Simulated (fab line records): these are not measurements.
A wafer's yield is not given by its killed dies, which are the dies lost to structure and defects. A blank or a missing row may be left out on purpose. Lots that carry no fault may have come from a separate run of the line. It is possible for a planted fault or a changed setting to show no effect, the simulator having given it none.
Which of the tools did it? ; flow sky130 ; 14 lots with 42 wafers sampled at 3 steps, on a route of 708 steps

WHAT THE GAUGES READ, wafer by wafer
SKY_FIELD_ISO_THK_MEAS_02.
lot;measured;on;FIELD_ISO_OXIDATION_00_THK (nm)
L561;day 1 13:07;film metro-02;12.20 12.16 12.04
L562;day 1 17:19;film metro-02;12.03 12.09 12.22
L563;day 1 21:38;film metro-01;12.14 12.07 12.14
L564;day 2 03:05;film metro-02;12.05 11.90 12.16
L565;day 2 08:23;film metro-02;11.76 11.72 11.68
L566;day 2 14:09;film metro-01;12.26 12.23 12.12
L567;day 2 18:14;film metro-02;11.60 11.69 11.68
L568;day 2 23:48;film metro-01;11.53 11.77 11.74
L569;day 3 05:35;film metro-02;11.50 11.52 11.43
L570;day 3 08:38;film metro-02;12.13 12.32 12.23
L571;day 3 14:04;film metro-04;11.98 12.26 12.15
L572;day 3 18:38;film metro-04;11.95 11.86 11.94
L583;day 6 04:10;film metro-04;11.88 11.96 11.73
L584;day 6 08:49;film metro-02;11.77 11.86 11.75

SKY_NWELL_TW_MEAS_15.
lot;measured;on;NWELL_TW
L561;day 4 15:38;film metro-04;1804 1820 1819
L562;day 4 22:35;film metro-02;1821 1823 1828
L563;day 5 03:08;film metro-04;1830 1828 1821
L564;day 5 10:11;film metro-03;1806 1791 1798
L565;day 5 15:35;film metro-04;1824 1836 1832
L566;day 5 21:17;film metro-03;1794 1797 1791
L567;day 5 22:01;film metro-03;1799 1794 1804
L568;day 6 05:17;film metro-03;1791 1800 1798
L569;day 6 12:54;film metro-04;1824 1831 1827
L570;day 6 17:41;film metro-02;1838 1833 1834
L571;day 6 23:04;film metro-03;1799 1799 1791
L572;day 7 03:24;film metro-02;1835 1834 1830
L583;day 9 21:59;film metro-04;1828 1818 1817
L584;day 10 06:56;film metro-02;1839 1836 1836

SKY_SONOS_TUNNEL_CD_MEAS_07: target cd 410 nm.
lot;measured;on;cd nm (nm)
L561;day 11 09:01;cd sem-02;409.9 408.7 413.3
L562;day 11 18:24;cd sem-01;414.7 412.3 412.4
L563;day 12 06:49;cd sem-01;409.2 411.3 409.6
L564;day 12 11:12;cd sem-01;411.6 412.8 412.0
L565;day 12 18:58;cd sem-01;410.7 407.9 408.6
L566;day 13 06:07;cd sem-02;411.6 410.2 410.6
L567;day 13 06:47;cd sem-02;407.5 406.8 408.2
L568;day 13 15:01;cd sem-02;408.0 406.7 407.9
L569;day 13 23:49;cd sem-01;409.3 408.5 408.8
L570;day 14 08:31;cd sem-01;408.8 411.3 409.9
L571;day 14 14:25;cd sem-01;410.9 410.9 408.9
L572;day 14 23:41;cd sem-02;411.3 409.4 409.7
L583;day 18 15:49;cd sem-02;410.0 407.7 408.8
L584;day 19 03:28;cd sem-01;411.6 410.5 410.8

TOOL THAT RAN EACH LOT (tool first, then ch and the chambers of the sampled wafers, then the start)
Before these readings, the record contains no process step.

AS READ BY THE TOOLS THEMSELVES (means over the sampled wafers that have a number; for cases with no such wafer, the mark the record gives instead)
The record holds no such reading with a usual standard deviation.

THE ANSWER, worked out from the rows above alone
Rule: usual is defined by the lots themselves. Put in order of their means at a reading, lots are off if they are a third of the lots or fewer, leave a main group of 4 or more, and stand apart from it by a gap of 3 or more times the standard deviation of the main group's means; of several such gaps the widest counts. If all means in a main group match to the digits the tables above print for the reading, that group is not used. Also off: a lot with no number at a reading for which 4 or more lots have one. Where the step has rows for the other lots, those lots are counted as sound. After the gauges, taken in route order, come the tools' own readings; for these a lot's mean is taken, as printed above. At the first step where some lot is off, the reading lying furthest off is the one used; lots without a number count as furthest.
No lot is off at any reading shown: from this, nothing can be told.

WHAT HAD BEEN PUT IN BY THE SIMULATOR
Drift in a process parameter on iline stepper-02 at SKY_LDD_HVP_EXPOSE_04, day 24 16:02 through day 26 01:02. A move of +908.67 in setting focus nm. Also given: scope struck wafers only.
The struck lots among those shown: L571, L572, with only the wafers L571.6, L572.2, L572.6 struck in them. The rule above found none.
